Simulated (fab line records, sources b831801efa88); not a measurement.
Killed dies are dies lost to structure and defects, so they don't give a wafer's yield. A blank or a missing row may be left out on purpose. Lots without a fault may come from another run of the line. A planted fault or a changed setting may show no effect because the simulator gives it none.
Tool commonality check | flow gf180mcu | 11 lots, 33 wafers sampled

WHY IT WAS OPENED
At GF_HV_LDD_TW_MEAS_38 the reading HV_LDD_3_TW is flagged on 3 of 11 lots. Wafers without a fault read 1435, standard deviation 6.3.
Rule: a lot is flagged when every wafer of it that has a number lies more than 4 standard deviations from that mean, or none has a number. The other lots count as sound.

lot  | measured     | on            | HV_LDD_3_TW, wafer by wafer | flag
L257 | day 11 21:44 | film_metro-02 | 1435 1432 1435              |
L258 | day 12 01:33 | film_metro-04 | 1439 1439 1440              |
L261 | day 13 03:00 | film_metro-01 | 1436 1433 1441              |
L263 | day 14 03:08 | film_metro-02 | 1436 1432 1431              |
L264 | day 14 05:38 | film_metro-02 | 1447 1435 1437              |
L265 | day 14 06:41 | film_metro-02 | 1443 1442 1441              |
L268 | day 15 08:36 | film_metro-01 | 1426 1440 1438              |
L275 | day 17 19:58 | film_metro-01 | 1476 1480 1478              | FLAGGED
L276 | day 18 06:52 | film_metro-01 | 1484 1484 1481              | FLAGGED
L277 | day 18 18:53 | film_metro-01 | 1474 1481 1483              | FLAGGED
L280 | day 19 17:22 | film_metro-02 | 1435 1438 1445              |
The numbers of the flagged lots are 1480 on average: +45 against the usual, or +7 standard deviations.

WHICH TOOL RAN EACH LOT
The record holds 2 process steps before the reading, out of a route of 602 steps. In each cell: the tool, then ch and the chambers that the sampled wafers went through, then the start.
lot  | flag    | GF_VT_IMPLANT_STRIP_31               | GF_HV_LDD_IMPLANT_36
L257 |         | plasma_asher-01 ch 0,1, day 7 00:16  | implanter-04 ch 0, day 11 21:30
L258 |         | plasma_asher-01 ch 0,1, day 7 04:07  | implanter-03 ch 0, day 12 01:19
L261 |         | plasma_asher-03 ch 1, day 8 02:55    | implanter-03 ch 0, day 13 02:46
L263 |         | plasma_asher-01 ch 0,1, day 8 19:20  | implanter-04 ch 0, day 14 02:53
L264 |         | plasma_asher-01 ch 0,1, day 8 21:58  | implanter-03 ch 0, day 14 05:23
L265 |         | plasma_asher-04 ch 0,1, day 9 01:52  | implanter-02 ch 0, day 14 06:26
L268 |         | plasma_asher-01 ch 0,1, day 10 00:49 | implanter-02 ch 0, day 15 08:22
L275 | FLAGGED | plasma_asher-03 ch 0,1, day 11 21:40 | implanter-04 ch 0, day 17 19:43
L276 | FLAGGED | plasma_asher-01 ch 0,1, day 12 05:16 | implanter-04 ch 0, day 18 06:37
L277 | FLAGGED | plasma_asher-04 ch 0,1, day 12 13:04 | implanter-04 ch 0, day 18 18:38
L280 |         | plasma_asher-04 ch 0,1, day 13 07:28 | implanter-02 ch 0, day 19 17:07
What these steps do:
- GF_VT_IMPLANT_STRIP_31: strips in O2/N2.
- GF_HV_LDD_IMPLANT_36
- GF_HV_LDD_TW_MEAS_38

FLAGGED OVER TOTAL, TOOL BY TOOL (the gauges that took the reading come last)
step                   | tool            | lots run | flagged | share of the flagged lots | sound lots run after its first flagged lot
GF_VT_IMPLANT_STRIP_31 | plasma_asher-01 | 6        | 1       | some                      | 0
GF_VT_IMPLANT_STRIP_31 | plasma_asher-03 | 2        | 1       | some                      | 0
GF_VT_IMPLANT_STRIP_31 | plasma_asher-04 | 3        | 1       | some                      | 1 (L280)
GF_HV_LDD_IMPLANT_36   | implanter-02    | 3        | 0       | none                      | -
GF_HV_LDD_IMPLANT_36   | implanter-03    | 3        | 0       | none                      | -
GF_HV_LDD_IMPLANT_36   | implanter-04    | 5        | 3       | all                       | 0
GF_HV_LDD_TW_MEAS_38   | film_metro-01   | 5        | 3       | all                       | 0
GF_HV_LDD_TW_MEAS_38   | film_metro-02   | 5        | 0       | none                      | -
GF_HV_LDD_TW_MEAS_38   | film_metro-04   | 1        | 0       | none                      | -

WHAT THE TABLE ALLOWS
2 rows of the table ran every flagged lot: implanter-04 at GF_HV_LDD_IMPLANT_36, film_metro-01 at GF_HV_LDD_TW_MEAS_38.
- implanter-04 at GF_HV_LDD_IMPLANT_36: 3 of its 5 lots flagged. Its last sound lot is L263 (day 14 02:53), its first flagged lot L275 (day 17 19:43): a fault that began between those two fits. Its own readings lie more than 4 standard deviations out on every wafer of the flagged lots: dose_ions_cm2, faraday_current_uA.
- film_metro-01 at GF_HV_LDD_TW_MEAS_38: 3 of its 5 lots flagged. Its last sound lot is L268 (day 15 08:36), its first flagged lot L275 (day 17 19:58): a fault that began between those two fits.
Counting lots can't tell these 2 tools apart, because each fits a fault that began at some hour. More lots, or a look at what each step does to the wafer, might.

WHAT THE SIMULATOR HAD PUT IN
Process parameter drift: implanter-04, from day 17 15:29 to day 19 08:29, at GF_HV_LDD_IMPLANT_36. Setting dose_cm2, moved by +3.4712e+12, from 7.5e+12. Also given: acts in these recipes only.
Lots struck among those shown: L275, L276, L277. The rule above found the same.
